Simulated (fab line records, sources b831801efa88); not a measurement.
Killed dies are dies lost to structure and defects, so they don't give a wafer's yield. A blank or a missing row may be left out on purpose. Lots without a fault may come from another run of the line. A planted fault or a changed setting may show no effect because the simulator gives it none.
A struck lot beside a sound one | flow sky130 | 31 steps out of a route of 708
Sound: wafers L617.1, L617.3, L617.4. Struck: wafers L627.1, L627.4, L627.5. The cause comes at the end.
At each step with rows: each side's tool, then ch and its chambers, then its first start. Under that, the readings that differ: sound wafers | struck wafers | difference of the means | sigmas: that difference in standard deviations of wafers without a fault.
alike: readings whose means differ by less than 2 such deviations, and words and numbers that are the same on both sides. not compared: withheld readings, readings that some wafer has no value for, bounds like >300 that may hide the same value, and numbers for which the record gives no deviation and whose values overlap.
The two part at a step that has a row with sigmas, a row that says differs or no value, or rows on one side only. Numbers that don't overlap but have no deviation are shown without sigmas and don't part them. A reading that every wafer of one side lacks parts them only if that side has two wafers or more.

SKY_METAL4_CD_MEAS_13: target cd 300 nm.
  sound on cd_sem-02, day 43 02:08; struck on cd_sem-01, day 46 19:39
  alike: cd_nm
SKY_METAL4_OVL_MEAS_14:
  sound on overlay-02, day 43 02:16; struck on overlay-02, day 46 19:46
  alike: METAL4_OVL
SKY_METAL4_DESCUM_15: chemistry O2, time 8 s.
  sound on rie_metal-03 ch 1, day 43 02:18; struck on rie_metal-04 ch 0, day 46 19:49
  alike: chamber_pressure_mTorr, drypump_motor_current_A, oes_product_au
  not compared: rf_hours_counter_h
SKY_METAL4_ETCH_16: etches BARC in N2/H2, stops on SiO2, time 88.2 s, target depth 60 nm.
  sound on rie_metal-03 ch 1, day 43 02:22; struck on rie_metal-04 ch 0, day 46 19:50
  alike: chamber_pressure_mTorr, drypump_motor_current_A, oes_product_au, throttle_valve_pct
  not compared: rf_hours_counter_h
then, 2 steps without rows for these wafers: SKY_METAL4_ETCH_17 (etches SiO2 in C4F8/O2/Ar, stops on TiN, time 3.9 s, target depth 15 nm); SKY_METAL4_METAL_ETCH_18 (etches the open film in Cl2/BCl3, stops on SiO2, target depth 845 nm, time 183.1 s).
SKY_METAL4_STRIP_19: strips in O2/N2.
  sound on plasma_asher-01 ch 0,1, day 43 02:45; struck on plasma_asher-04 ch 0, day 46 20:08
  reading                     | sound       | struck      | difference | sigmas
  drypump_motor_current_A (A) | 6.3 6.4 6.3 | 5.2 5.2 5.2 | -1.1       | -2
  alike: chamber_pressure_mTorr, oes_product_au, strip_time_to_endpoint_s
  not compared: rf_hours_counter_h
then, 4 steps without rows for these wafers: SKY_METAL4_STRIP_20 (strips in post etch residue remover, time 1200 s); SKY_METAL4_CLEAN_21 (cleans in IPA, time 180 s); SKY_METAL4_CLEAN_22 (cleans in O3/DIW); SKY_VIA4_HDPCVD_00 (deposits SiO2, target thk 1750 nm, time 291.7 s).
SKY_VIA4_THK_MEAS_01:
  sound on film_metro-03, day 43 03:38; struck on film_metro-03, day 46 20:54
  alike: VIA4_HDPCVD_THK
SKY_VIA4_CMP_02: polishes SiO2.
  sound on cmp-01 ch 1,2,3, day 43 03:42; struck on cmp-02 ch 1,3, day 46 20:58
  no value came back on the struck wafers for edge_zone_pressure_frac, head_pressure_psi (psi), motor_current_A (A); on the sound wafers edge_zone_pressure_frac reads 0.996 1.007 1.002
  reading                                  | sound             | struck         | difference | sigmas
  model.SiO2_of_VIA4_HDPCVD_00.thk_nm (nm) | 582.2 583.2 579.8 | 1744 1712 1720 | +1144      |
SKY_VIA4_BOW_MEAS_03:
  sound on film_metro-04, day 43 04:00; struck on film_metro-03, day 46 21:16
  reading       | sound    | struck      | difference | sigmas
  VIA4_BOW (um) | 86 71 83 | 127 143 145 | +58        | +6
then, 7 steps without rows for these wafers: SKY_VIA4_DEHYDRATE_04 (time 60 s); SKY_VIA4_HMDS_05 (prime time 60 s); SKY_VIA4_COAT_06 (resist thk 1140 nm); SKY_VIA4_SOFTBAKE_07 (time 60 s); SKY_VIA4_EXPOSE_08 (exposes mask VIM4, target cd 800 nm); SKY_VIA4_PEB_09; SKY_VIA4_DEVELOP_10 (develop time 60 s).
SKY_VIA4_OVL_MEAS_11:
  sound on overlay-01, day 44 02:32; struck on overlay-02, day 47 16:47
  alike: VIA4_OVL
SKY_VIA4_ETCH_12: etches SiO2 in C4F8/O2/Ar, stops on TiN, target depth 580 nm.
  sound on rie_diel-01 ch 0,1,3, day 44 02:34; struck on rie_diel-02 ch 0,2,3, day 47 16:50
  reading                          | sound             | struck            | difference | sigmas
  oes_product_au (a.u.)            | 0.929 0.928 0.918 | 1.599 1.649 1.620 | +0.698     | +99 or more
  model.etch.depth_nm (nm)         | 582.2 583.2 579.8 | 641.8 665 649.6   | +70.4      |
  model.VIA4.feature_depth_nm (nm) | 582.2 583.2 579.8 | 641.8 665 649.6   | +70.4      |
  alike: chamber_pressure_mTorr
then, 4 steps without rows for these wafers: SKY_VIA4_STRIP_13 (strips in O2/N2); SKY_VIA4_STRIP_14 (strips in post etch residue remover, time 1200 s); SKY_VIA4_CLEAN_15 (cleans in IPA, time 180 s); SKY_VIA4_CLEAN_16 (cleans in O3/DIW).
SKY_VIA4_SPUTTER_17: material TiN, target thk 20 nm, time 80 s.
  sound on pvd_sputter-04, day 44 03:17; struck on pvd_sputter-04, day 47 17:30
  alike: throttle_valve_pct
SKY_VIA4_CVD_18: deposits W, target thk 505 nm, time 152.14 s.
  sound on cvd_w-02 ch 0,1, day 44 03:20; struck on cvd_w-02 ch 0, day 47 17:34
  alike: heater_power_w
SKY_VIA4_CMP_21: polishes, stops on SiO2, t overpolish 25 s, target thk 0 nm.
  sound on cmp-01 ch 0,1,3, day 44 03:40; struck on cmp-01 ch 1,3, day 47 17:53
  reading                                  | sound             | struck         | difference | sigmas
  model.SiO2_of_VIA4_HDPCVD_00.thk_nm (nm) | 576.8 577.7 574.3 | 1738 1707 1715 | +1144      |
  alike: edge_zone_pressure_frac, head_pressure_psi, motor_current_A
-- the record jumps here: 3 days lie between the struck wafers' starts before and after (it left off in module VIA4 and takes up again in module PAD_OPEN, whose first step shown is number 708 of the route) --
SKY_PAD_OPEN_PROBE_99:
  sound on prober-01, day 46 21:32; struck on prober-01, day 50 05:58
  reading                  | sound          | struck         | difference | sigmas
  defect_limited_yield (%) | 81.1 82.3 81.7 | 0 0 0          | -82        | -41
  killed_at_M4_up          | 2 3 6          | 431 413 419    | +417       | +99 or more
  killed_dies              | 93 87 90       | 492 492 492    | +402       | +41
  killed_on_rim            | 24 20 24       | 96 96 96       | +73        | +20
  sort_bin_5_function (%)  | 8.9 10.6 10.4  | 94.1 93.7 93.7 | +83.9      | +60
  sort_n_pass              | 399 405 402    | 0 0 0          | -402       | -41
  sort_yield_pct (%)       | 81.1 82.3 81.7 | 0 0 0          | -82        | -41
  alike: killed_at_M0_to_M3, killed_at_contacts, killed_at_front_end, killed_at_other, killed_open, killed_short, sort_bin_3_pad_short, sort_bin_6_memory

WHERE THEY PART
First at SKY_METAL4_STRIP_19; last, within this record, at SKY_PAD_OPEN_PROBE_99.

WHY: what the simulator had put in
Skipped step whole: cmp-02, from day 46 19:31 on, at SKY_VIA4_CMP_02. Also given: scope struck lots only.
